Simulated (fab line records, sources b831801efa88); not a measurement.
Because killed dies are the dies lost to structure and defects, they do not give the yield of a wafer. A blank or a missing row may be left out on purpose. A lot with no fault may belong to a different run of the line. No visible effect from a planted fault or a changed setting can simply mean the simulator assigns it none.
What tool caused it?    flow gf180mcu    39 wafers from 13 lots sampled at 5 of the route's 602 steps

WHAT THE GAUGES READ, wafer by wafer
GF_NSD_OVL_MEAS_08.
lot   measured      on          NSD_OVL (nm)
L869  day 13 01:17  overlay-02  2.6 -0.6 1.9
L870  day 13 11:22  overlay-01  0.8 -0.9 0.4
L872  day 14 05:13  overlay-02  -1.8 -2.5 -1.3
L873  day 14 13:25  overlay-01  1.2 0.1 -2.5
L874  day 15 04:31  overlay-02  -1.9 -1.3 -1.7
L876  day 15 22:14  overlay-02  -0.9 0.6 -0.4
L877  day 16 03:47  overlay-02  -0.6 0.7 -0.2
L878  day 16 10:21  overlay-02  -0.7 0.2 -1.6
L880  day 17 06:19  overlay-02  -0.1 0.4 -0.9
L889  day 20 02:11  overlay-02  0.0 -1.9 0.5
L890  day 20 15:10  overlay-02  1.0 1.3 1.6
L891  day 20 22:20  overlay-02  -2.1 -4.6 -2.5
L892  day 21 08:05  overlay-02  0.5 1.0 -1.4

GF_SAB_THK_MEAS_01.
lot   measured      on            SAB_CVD_00_THK (nm)
L869  day 13 23:17  filmMetro-03  50.2 50.6 51.3
L870  day 14 09:02  filmMetro-02  49.3 51.5 50.4
L872  day 15 03:32  filmMetro-03  50.0 50.5 50.4
L873  day 15 12:35  filmMetro-03  50.4 50.1 51.1
L874  day 16 03:11  filmMetro-02  49.5 48.8 49.9
L876  day 16 21:08  filmMetro-02  49.4 50.9 51.2
L877  day 17 03:06  filmMetro-01  49.5 50.8 49.6
L878  day 17 09:35  filmMetro-02  50.0 51.1 50.0
L880  day 18 06:11  filmMetro-02  49.8 49.9 50.1
L889  day 21 03:05  filmMetro-02  17.3 17.7 17.0
L890  day 21 16:26  filmMetro-03  16.1 16.3 17.3
L891  day 21 23:42  filmMetro-02  49.1 49.6 50.4
L892  day 22 09:43  filmMetro-01  49.8 50.1 50.3

GF_SAB_CD_MEAS_09: target cd 420 nm.
lot   measured      on        cdNm (nm)
L869  day 14 20:11  cdSem-02  423.4 422.7 422.3
L870  day 15 06:34  cdSem-02  422.3 419.4 420.7
L872  day 16 00:26  cdSem-02  422.6 419.6 422.5
L873  day 16 10:20  cdSem-01  418.6 416.3 417.1
L874  day 17 01:25  cdSem-02  422.3 421.2 421.6
L876  day 17 19:11  cdSem-01  420.6 420.6 417.2
L877  day 18 01:17  cdSem-02  420.3 422.6 417.6
L878  day 18 08:14  cdSem-02  419.0 419.4 418.9
L880  day 19 05:44  cdSem-02  420.5 419.2 418.6
L889  day 22 02:38  cdSem-02  420.3 419.1 419.3
L890  day 22 15:50  cdSem-01  422.7 421.1 420.1
L891  day 22 23:53  cdSem-01  421.8 423.1 421.9
L892  day 23 09:05  cdSem-02  422.9 421.4 421.8

EACH LOT AND THE TOOL THAT RAN IT (in order: tool; ch and the chambers of the sampled wafers; start)
lot   GF_HV_LDD_STRIP_37                   GF_SAB_CVD_00
L869  plasmaAsher-02 ch 0,1, day 11 06:07  pecvd-04 ch 0,1, day 13 23:16
L870  plasmaAsher-01 ch 0,1, day 11 15:43  pecvd-04 ch 0,1, day 14 09:00
L872  plasmaAsher-01 ch 0,1, day 12 06:59  pecvd-04 ch 0,2, day 15 03:31
L873  plasmaAsher-01 ch 0,1, day 12 17:00  pecvd-01 ch 0,1, day 15 12:34
L874  plasmaAsher-01 ch 0,1, day 13 07:12  pecvd-02 ch 0,1, day 16 03:10
L876  plasmaAsher-03 ch 0,1, day 14 00:25  pecvd-04 ch 0,1,2, day 16 21:06
L877  plasmaAsher-03 ch 0,1, day 14 05:08  pecvd-02 ch 0,1,2, day 17 03:03
L878  plasmaAsher-02 ch 0,1, day 14 11:30  pecvd-02 ch 0,1,2, day 17 09:33
L880  plasmaAsher-02 ch 1, day 15 06:24    pecvd-04 ch 1,2, day 18 06:09
L889  plasmaAsher-01 ch 0,1, day 17 23:51  pecvd-04 ch 0,2, day 21 03:03
L890  plasmaAsher-03 ch 1, day 18 10:49    pecvd-04 ch 0,1, day 21 16:24
L891  plasmaAsher-01 ch 0,1, day 18 19:33  pecvd-01 ch 0,1, day 21 23:40
L892  plasmaAsher-03 ch 0,1, day 19 05:01  pecvd-02 ch 0,2, day 22 09:42
- GF_HV_LDD_STRIP_37: strips in O2/N2.
- GF_SAB_CVD_00: deposits SiO2 from TEOS, target thk 50 nm, time 4.9302 s.

WHAT THE TOOLS THEMSELVES READ (means of the sampled wafers that have a number; where no wafer has one, the mark that the record gives instead)
GF_HV_LDD_STRIP_37.
lot   tool            drypumpMotorCurrentA (A)  heaterPowerW (W)  o2FlowSccm (sccm)  oesProductAu (a.u.)  platenTempC (C)  stripTimeToEndpointS (s)
L869  plasmaAsher-02  6.12                      342               2997               0.719                250.03           12.67
L870  plasmaAsher-01  5.89                      376               3004               0.713                249.97           12.64
L872  plasmaAsher-01  6.18                      378               3009               0.713                250.07           12.65
L873  plasmaAsher-01  6.20                      381               3002               0.718                250.02           12.67
L874  plasmaAsher-01  6.19                      380               2996               0.716                250.03           12.61
L876  plasmaAsher-03  5.90                      302               3003               0.716                250.01           12.60
L877  plasmaAsher-03  5.79                      306               3003               0.715                249.94           12.64
L878  plasmaAsher-02  6.09                      340               2996               0.712                249.98           12.65
L880  plasmaAsher-02  6.01                      370               2993               0.719                250.05           12.63
L889  plasmaAsher-01  6.19                      384               3003               0.711                250.02           12.64
L890  plasmaAsher-03  5.71                      318               3003               0.713                250.05           12.62
L891  plasmaAsher-01  6.17                      381               2993               0.717                250.19           12.61
L892  plasmaAsher-03  5.89                      298               3004               0.718                250.18           12.62

GF_SAB_CVD_00.
lot   tool      heaterPowerW (W)
L869  pecvd-04  619
L870  pecvd-04  670
L872  pecvd-04  750
L873  pecvd-01  733
L874  pecvd-02  647
L876  pecvd-04  764
L877  pecvd-02  594
L878  pecvd-02  608
L880  pecvd-04  783
L889  pecvd-04  705
L890  pecvd-04  692
L891  pecvd-01  690
L892  pecvd-02  652

THE ANSWER, worked out from the rows above alone
Rule: what is usual is taken from the lots themselves. Put in order of their means at a reading, lots are off if they are a third of the lots or fewer, leave a main group of 4 or more, and stand apart from it by a gap of 3 or more times the standard deviation of the main group's means; of several such gaps the widest counts. A main group whose means are all the same, to the digits that the tables above print for the reading, isn't used. Also off: a lot with no number at a reading for which 4 or more lots have one. The other lots that the step has rows for count as sound. First the gauges in route order, then the tools' own readings, where a lot's mean is used as printed above. The first step at which some lot is off is used, and at that step the reading that is off furthest; a lot without a number counts as furthest.
Off: L889, L890, at GF_SAB_THK_MEAS_01 (SAB_CVD_00_THK). Mean 50.2 nm and standard deviation 0.38 in the main group.
If a tool, at a process step before that reading, ran all the lots that are off and no sound lot after the first of them, it fits. The gauges at GF_SAB_THK_MEAS_01 are tried like those tools. One fits: pecvd-04 at GF_SAB_CVD_00. A fault onset in the window from L880 (day 18 06:09, its last sound lot) to L889 (day 21 03:03, its first lot off) fits.

WHAT THE SIMULATOR PUT IN
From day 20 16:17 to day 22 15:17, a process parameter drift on pecvd-04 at GF_SAB_CVD_00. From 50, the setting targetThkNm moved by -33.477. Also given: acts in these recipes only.
Shown lots that were struck: L889, L890. This agrees with what the rule above found.
